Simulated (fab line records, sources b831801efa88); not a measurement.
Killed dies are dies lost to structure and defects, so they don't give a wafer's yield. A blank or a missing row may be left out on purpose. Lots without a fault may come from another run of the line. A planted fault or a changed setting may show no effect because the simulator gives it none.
fab line records | flow sky130 | part 2 of 2: steps 30 to 39 of 39
record lots=5 wafers=15 last_day=50
route steps=708 shown RES_PROTECT@212 POLY_GATE@213 LDD_N@237
lots that met no fault: from a run of the same line without faults
start_h: hours from the record's first day to the start of the lot's first wafer shown | wait_h: hours since the lot's step before | " the same as in the row above | L1.1+2: a row that stands for several wafers | - no value, or no start given | * or withheld: withheld | < > ~ a bound
route shown NAME@n: a module of which the file shows steps, and the number in the route of the first | usual: mean/standard deviation of fault-free wafers | same: alike in all rows | chamber/n: place in a boat | sites: the reading at each site | _std_site: their standard deviation | _edge_site: outer sites' mean less inner sites' | radius_mm: how far each site lies from the wafer's centre | mask NAME#n: copy n | behind: the tool/chamber that last shaped the wafer | hold: why the lot was held/for how many hours/how that ended | device: the transistor (n, p or np) that didn't switch | end of line: the same wafers' tests at the end of the route | a step without rows: its recipe alone | killed: dies lost to structure and defects at the first sort, not the wafer's yield | map: a wafer's dies, x killed, . not, _ none there
set.NAME: the setting as run; set.NAME@STEP: as run at that earlier step | model.NAME: the simulator's own value behind a step, which no gauge read
lots at some steps of the route; a table a step, a row a wafer
services: from which hour (start_h, from the record's first day; less than 0 if before it) a tool's chamber was out of use, for how many hours, and why
## steps
# step SKY_LDD_N_EXPOSE_04
# recipe mask_id=NTM target_cd_nm=840 na=0.6 source_shape=conventional sigma_outer=0.6 dose_mj=110
# usual focus_offset_nm=0.0/0.54 reticle_temp_C=23.01/0.12
# same na=0.6
# columns lot.wafer tool chamber start_h wait_h mask focus_offset_nm reticle_temp_C
L089.1 iline_stepper-01 0 - - NTM#0 0.4 23.06
L089.3 " 0 " " NTM#0 0.2 23.08
L089.5 " 0 " " NTM#0 0.1 22.98
L093.2 iline_stepper-01 0 - - NTM#0 0.8 22.89
L093.3 " 0 " " NTM#0 1.4 22.89
L093.6 " 0 " " NTM#0 0.9 22.94
L092.2 iline_stepper-02 0 - - NTM#0 -0.4 22.99
L092.5 " 0 " " NTM#0 0.3 23.16
L092.6 " 0 " " NTM#0 0.9 23.01
L094.2 iline_stepper-02 0 - - NTM#0 0.4 23.15
L094.3 " 0 " " NTM#0 0.6 23.14
L094.5 " 0 " " NTM#0 -0.9 23.10
L095.2 iline_stepper-01 0 - - NTM#0 -0.9 23.01
L095.3 " 0 " " NTM#0 -0.5 22.90
L095.6 " 0 " " NTM#0 -0.1 22.87
# step SKY_LDD_N_PEB_05
# recipe temp_c=withheld time_s=* resist=NOVOLAK
# columns lot.wafer tool chamber start_h wait_h
L089.1+3+5 litho_track-02 0 - -
L093.2+3+6 litho_track-04 0 - -
L092.2+5+6 litho_track-01 0 - -
L094.2+3+5 litho_track-04 0 - -
L095.2+3+6 litho_track-01 0 - -
# step SKY_LDD_N_DEVELOP_06
# recipe develop_time_s=60 dev_temp_c=23
# columns lot.wafer tool chamber start_h wait_h
L089.1+3+5 litho_track-02 0 535.22 0.1
L093.2+3+6 litho_track-04 0 571.05 0.1
L092.2+5+6 litho_track-01 0 572.07 0.1
L094.2+3+5 litho_track-04 0 573.05 0.1
L095.2+3+6 litho_track-01 0 606.97 0.1
# step SKY_LDD_N_OVL_MEAS_07
# usual LDD_N_OVL=-0.1/1.2
# columns lot.wafer tool chamber start_h wait_h LDD_N_OVL[nm]
L089.1 overlay-01 - 535.37 0.1 -0.4
L089.3 " - " " -0.2
L089.5 " - " " -0.6
L093.2 overlay-01 - 571.18 0.1 -3.7
L093.3 " - " " -1.3
L093.6 " - " " -2.6
L092.2 overlay-01 - 572.21 0.1 -0.4
L092.5 " - " " -1.2
L092.6 " - " " -0.2
L094.2 overlay-01 - 573.18 0.1 2.2
L094.3 " - " " 0.6
L094.5 " - " " -0.2
L095.2 overlay-02 - 607.11 0.1 -0.8
L095.3 " - " " -1.1
L095.6 " - " " -0.7
# step SKY_LDD_N_IMPLANT_08
# recipe species=As energy_kev=20 dose_cm2=7.5e+13 tilt_deg=withheld rotation_deg=23
# usual rotation_deg=23.000/0.02
# columns lot.wafer tool chamber start_h wait_h rotation_deg
L089.1 implanter-01 0 535.40 0.0 22.999
L089.3 " 0 " " 22.989
L089.5 " 0 " " 23.011
L093.2 implanter-03 0 571.24 0.0 22.977
L093.3 " 0 " " 22.973
L093.6 " 0 " " 23.017
L092.2 implanter-01 0 572.26 0.0 22.996
L092.5 " 0 " " 23.002
L092.6 " 0 " " 22.983
L094.2 implanter-02 0 573.24 0.0 23.031
L094.3 " 0 " " 23.005
L094.5 " 0 " " 23.014
L095.2 implanter-03 0 607.16 0.0 23.005
L095.3 " 0 " " 23.004
L095.6 " 0 " " 22.998
# step SKY_LDD_N_IMPLANT_09
# recipe species=As energy_kev=20 dose_cm2=7.5e+13 tilt_deg=withheld rotation_deg=113
# usual rotation_deg=113.00/0.028
# columns lot.wafer tool chamber start_h wait_h rotation_deg
L089.1 implanter-01 0 535.55 0.1 113.06
L089.3 " 0 " " 113.01
L089.5 " 0 " " 113.01
L093.2 implanter-03 0 571.39 0.1 113.00
L093.3 " 0 " " 113.03
L093.6 " 0 " " 113.02
L092.2 implanter-01 0 572.41 0.1 112.95
L092.5 " 0 " " 112.98
L092.6 " 0 " " 113.01
L094.2 implanter-02 0 573.39 0.1 112.99
L094.3 " 0 " " 112.99
L094.5 " 0 " " 112.97
L095.2 implanter-03 0 607.31 0.1 112.99
L095.3 " 0 " " 113.02
L095.6 " 0 " " 112.96
# step SKY_LDD_N_IMPLANT_10
# recipe species=As energy_kev=20 dose_cm2=7.5e+13 tilt_deg=withheld rotation_deg=203
# usual rotation_deg=203.00/0.043
# columns lot.wafer tool chamber start_h wait_h rotation_deg
L089.1 implanter-01 0 535.70 0.1 202.96
L089.3 " 0 " " 203.01
L089.5 " 0 " " 203.07
L093.2 implanter-03 0 571.54 0.1 203.03
L093.3 " 0 " " 202.99
L093.6 " 0 " " 203.01
L092.2 implanter-01 0 572.56 0.1 202.99
L092.5 " 0 " " 202.85
L092.6 " 0 " " 202.96
L094.2 implanter-02 0 573.54 0.1 203.01
L094.3 " 0 " " 202.97
L094.5 " 0 " " 203.02
L095.2 implanter-03 0 607.46 0.1 202.95
L095.3 " 0 " " 202.96
L095.6 " 0 " " 202.98
# step SKY_LDD_N_IMPLANT_11
# recipe species=As energy_kev=20.32 dose_cm2=7.5e+13 tilt_deg=withheld rotation_deg=293
# usual rotation_deg=292.99/0.053
# columns lot.wafer tool chamber start_h wait_h rotation_deg
L089.1 implanter-01 0 535.85 0.1 292.99
L089.3 " 0 " " 292.98
L089.5 " 0 " " 292.96
L093.2 implanter-03 0 571.69 0.1 292.96
L093.3 " 0 " " 293.01
L093.6 " 0 " " 293.00
L092.2 implanter-01 0 572.71 0.1 292.98
L092.5 " 0 " " 292.92
L092.6 " 0 " " 292.93
L094.2 implanter-02 0 573.69 0.1 293.00
L094.3 " 0 " " 292.98
L094.5 " 0 " " 292.99
L095.2 implanter-03 0 607.61 0.1 293.01
L095.3 " 0 " " 292.97
L095.6 " 0 " " 292.84
# step SKY_LDD_N_IMPLANT_12
# recipe species=BF2 energy_kev=50 dose_cm2=5e+12 tilt_deg=30 rotation_deg=0
# usual rotation_deg=0.002/0.021
# columns lot.wafer tool chamber start_h wait_h rotation_deg
L089.1 implanter-01 0 536.00 0.1 -0.024
L089.3 " 0 " " -0.018
L089.5 " 0 " " 0.012
L093.2 implanter-03 0 571.84 0.1 0.019
L093.3 " 0 " " 0.011
L093.6 " 0 " " 0.021
L092.2 implanter-01 0 572.86 0.1 -0.003
L092.5 " 0 " " 0.017
L092.6 " 0 " " -0.019
L094.2 implanter-02 0 573.84 0.1 0.048
L094.3 " 0 " " 0.058
L094.5 " 0 " " 0.042
L095.2 implanter-03 0 607.76 0.1 0.002
L095.3 " 0 " " -0.010
L095.6 " 0 " " 0.060
# step SKY_LDD_N_IMPLANT_13
# recipe species=BF2 energy_kev=50 dose_cm2=5e+12 tilt_deg=30 rotation_deg=90
# usual rotation_deg=90.001/0.029
# columns lot.wafer tool chamber start_h wait_h rotation_deg
L089.1 implanter-01 0 536.15 0.1 89.976
L089.3 " 0 " " 90.008
L089.5 " 0 " " 89.993
L093.2 implanter-03 0 571.99 0.1 89.947
L093.3 " 0 " " 89.966
L093.6 " 0 " " 89.983
L092.2 implanter-01 0 573.01 0.1 90.042
L092.5 " 0 " " 90.027
L092.6 " 0 " " 89.981
L094.2 implanter-02 0 573.99 0.1 90.026
L094.3 " 0 " " 90.014
L094.5 " 0 " " 90.016
L095.2 implanter-03 0 607.91 0.1 89.968
L095.3 " 0 " " 89.984
L095.6 " 0 " " 89.980
## services
# columns tool chamber start_h hours kind
rie_diel-02 1 450.52 8.4 repair
implanter-02 - 450.67 6.6 pm
rie_diel-02 2 454.11 8.0 repair
implanter-02 - 458.69 12.0 repair
krf_scanner-02 - 463.14 0.8 pm
krf_scanner-02 - 470.24 1.3 pm
rie_diel-02 3 475.52 7.0 repair
plasma_asher-02 - 475.71 2.8 repair
lpcvd-02 - 483.94 6.2 repair
krf_scanner-02 - 490.14 1.0 pm
iline_stepper-01 - 497.31 1.7 pm
implanter-01 - 513.39 2.7 repair
implanter-02 - 523.92 6.8 repair
plasma_asher-02 - 532.22 3.3 repair
iline_stepper-01 - 534.86 8.5 repair
furnace-02 - 536.92 3.1 pm
lpcvd-02 - 537.43 6.1 pm
krf_scanner-02 - 545.05 0.3 repair
plasma_asher-02 - 550.34 2.8 pm
implanter-02 - 560.87 6.7 repair
lpcvd-02 - 564.24 1.6 repair
krf_scanner-02 - 568.09 1.7 repair
implanter-01 - 583.79 2.1 repair
implanter-03 - 589.15 3.6 pm
